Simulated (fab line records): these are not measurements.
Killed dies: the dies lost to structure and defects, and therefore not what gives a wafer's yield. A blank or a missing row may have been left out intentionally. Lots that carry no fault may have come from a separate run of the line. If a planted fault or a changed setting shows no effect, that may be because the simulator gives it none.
A struck lot beside a sound one :: flow sky130 :: 14 steps out of a route of 708
Sound: these wafers, L450.1, L450.2, L450.3. Wafers struck: L456.2, L456.3, L456.4. The cause is named last.
For every step that has rows: the tool of each side, followed by ch and its chambers, followed by its first start. Under that, the readings that differ: sound wafers :: struck wafers :: difference of the means :: sigmas: that difference in standard deviations of wafers without a fault.
alike: same words and numbers on both sides, and readings whose means sit less than 2 such deviations apart. not compared: any withheld reading, any reading some wafer has no value for, any bound like >300 that may hide the same value, and any number with overlapping values for which the record gives no deviation.
The two part at a step that has a row with sigmas, a row that says differs or no value, or rows on one side only. Numbers that have no deviation but don't overlap get no sigmas and don't part them. A reading that every wafer of one side lacks parts them only if that side has two wafers or more.

SKY_LDD_P_OVL_MEAS_08:
  sound on overlay-01, day 19 00:26; struck on overlay-01, day 22 04:54
  alike: LDD_P_OVL
then, 1 step without rows for these wafers: SKY_LDD_P_IMPLANT_09.
SKY_LDD_P_STRIP_10: strips in O2/N2.
  sound on plasma-asher-01 ch 0,1, day 19 00:38; struck on plasma-asher-01 ch 0,1, day 22 05:05
  alike: drypump-motor-current-A, n2-flow-sccm, oes-product-au, strip-time-to-endpoint-s
  not compared: rf-hours-counter-h
SKY_LDD_P_TW_MEAS_11:
  sound on film-metro-04, day 19 00:44; struck on film-metro-04, day 22 05:11
  alike: LDD_P_TW
then, 7 steps without rows for these wafers: SKY_LDD_HVN_DEHYDRATE_00 (time 60 s); SKY_LDD_HVN_HMDS_01 (prime time 60 s); SKY_LDD_HVN_COAT_02 (resist thk 300 nm); SKY_LDD_HVN_SOFTBAKE_03 (time 60 s); SKY_LDD_HVN_EXPOSE_04 (exposes mask HVNTM, target cd 700 nm); SKY_LDD_HVN_PEB_05; SKY_LDD_HVN_DEVELOP_06 (develop time 60 s).
SKY_LDD_HVN_OVL_MEAS_07:
  sound on overlay-02, day 20 07:42; struck on overlay-01, day 23 11:16
  alike: LDD_HVN_OVL
SKY_LDD_HVN_IMPLANT_08:
  sound on implanter-01 ch 0, day 20 07:44; struck on implanter-01 ch 0, day 23 11:19
reading: beam-energy-keV
sound: 60.003 60.010 60.003
struck: 61.952 61.947 61.940
difference: +1.941
sigmas: +99 or more

reading: model.implant.rp-nm (nm)
sound: 57.98 57.98 57.98
struck: 57.84 57.84 57.84
difference: -0.14
sigmas: 

reading: model.implant.drp-nm (nm)
sound: 28.15 28.15 28.15
struck: 28.94 28.94 28.94
difference: +0.79
sigmas: 
  alike: tilt-deg
SKY_LDD_HVN_STRIP_09: strips in O2/N2.
  sound on plasma-asher-01 ch 0,1, day 20 07:53; struck on plasma-asher-04 ch 0,1, day 23 11:27
  alike: drypump-motor-current-A, n2-flow-sccm, oes-product-au, strip-time-to-endpoint-s
  not compared: rf-hours-counter-h

WHERE THEY PART
Within this record, at SKY_LDD_HVN_IMPLANT_08 only. Later steps at which nothing parts them and some readings are alike: SKY_LDD_HVN_STRIP_09.

WHY: what the simulator had put in
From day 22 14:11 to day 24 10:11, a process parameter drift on implanter-01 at SKY_LDD_HVN_IMPLANT_08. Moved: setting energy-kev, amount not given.
